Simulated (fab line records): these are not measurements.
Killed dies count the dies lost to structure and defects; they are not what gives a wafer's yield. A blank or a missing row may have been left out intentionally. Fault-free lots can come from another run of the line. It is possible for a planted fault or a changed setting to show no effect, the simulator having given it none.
Shared-tool check -- flow sky130 -- 11 lots and 36 wafers in the sample

REASON FOR OPENING
SKY_SD_P_TW_MEAS_11, reading SD_P_TW: flagged on 1 of 11 lots. Fault-free wafers read 2829, with a standard deviation of 17.
Rule: flag the lot when none of its wafers has a number, or when each of its wafers that has one lies beyond 4 standard deviations from that mean. The other lots count as sound.

lot,measured,on,"SD_P_TW, wafer by wafer",flag
L564,day 26 00:09,film metro-02,2836 2862 2841,
L565,day 26 16:03,film metro-01,30 30 30 30 30 30,FLAGGED
L566,day 27 00:54,film metro-01,2807 2806 2829,
L568,day 27 09:55,film metro-02,2840 2853 2850,
L575,day 30 02:23,film metro-01,2829 2842 2841,
L577,day 30 13:33,film metro-02,2845 2860 2853,
L579,day 31 12:31,film metro-02,2833 2855 2844,
L581,day 31 20:24,film metro-03,2831 2813 2801,
L582,day 32 08:23,film metro-02,2842 2827 2845,
L583,day 32 10:46,film metro-01,2816 2814 2832,
L584,day 32 19:10,film metro-01,2818 2813 2803,
Averaged over the flagged lots the numbers come to 30, -2799 from the usual (-99 or more standard deviations).

TOOL THAT RAN EACH LOT
The record holds 1 process step before the reading, out of a route of 708 steps. Cell contents, in order: the tool; ch with the chambers the sampled wafers went through; the start.
lot,flag,SKY_SD_P_EXPOSE_04
L564,,"iline stepper-02 ch 0, day 25 09:01"
L565,FLAGGED,"iline stepper-01 ch 0, day 26 01:17"
L566,,"iline stepper-02 ch 0, day 26 09:20"
L568,,"iline stepper-01 ch 0, day 26 19:25"
L575,,"iline stepper-01 ch 0, day 29 12:48"
L577,,"iline stepper-01 ch 0, day 29 23:34"
L579,,"iline stepper-01 ch 0, day 30 23:14"
L581,,"iline stepper-01 ch 0, day 31 07:04"
L582,,"iline stepper-01 ch 0, day 31 18:37"
L583,,"iline stepper-01 ch 0, day 31 20:36"
L584,,"iline stepper-02 ch 0, day 32 05:57"
What is done by these steps:
- SKY_SD_P_EXPOSE_04: exposes mask PSDM, target cd 380 nm.
- SKY_SD_P_TW_MEAS_11

FLAGGED AGAINST TOTAL, ONE TOOL AT A TIME (gauges that did the reading follow at the end)
step,tool,lots run,flagged,share of the flagged lots,sound lots run after its first flagged lot
SKY_SD_P_EXPOSE_04,iline stepper-01,8,1,all,"7 (L568,L575,L577,L579,L581,L582,L583)"
SKY_SD_P_EXPOSE_04,iline stepper-02,3,0,none,-
SKY_SD_P_TW_MEAS_11,film metro-01,5,1,all,"4 (L566,L575,L583,L584)"
SKY_SD_P_TW_MEAS_11,film metro-02,5,0,none,-
SKY_SD_P_TW_MEAS_11,film metro-03,1,0,none,-

WHAT IS ALLOWED BY THE TABLE
Table rows that saw every flagged lot: 2, namely iline stepper-01 at SKY_SD_P_EXPOSE_04 and film metro-01 at SKY_SD_P_TW_MEAS_11.
- iline stepper-01 at SKY_SD_P_EXPOSE_04: 1 of its 8 lots flagged. Sound lots ran on it after the first flagged one (L568, L575, L577, L579, L581, L582, L583), which a lasting fault on the whole tool wouldn't allow.
- film metro-01 at SKY_SD_P_TW_MEAS_11: 1 of its 5 lots flagged. Sound lots ran on it after the first flagged one (L566, L575, L583, L584), which a lasting fault on the whole tool wouldn't allow.
There is no row in the table that ran each flagged lot and no sound lot after the first.

WHAT HAD BEEN PUT IN BY THE SIMULATOR
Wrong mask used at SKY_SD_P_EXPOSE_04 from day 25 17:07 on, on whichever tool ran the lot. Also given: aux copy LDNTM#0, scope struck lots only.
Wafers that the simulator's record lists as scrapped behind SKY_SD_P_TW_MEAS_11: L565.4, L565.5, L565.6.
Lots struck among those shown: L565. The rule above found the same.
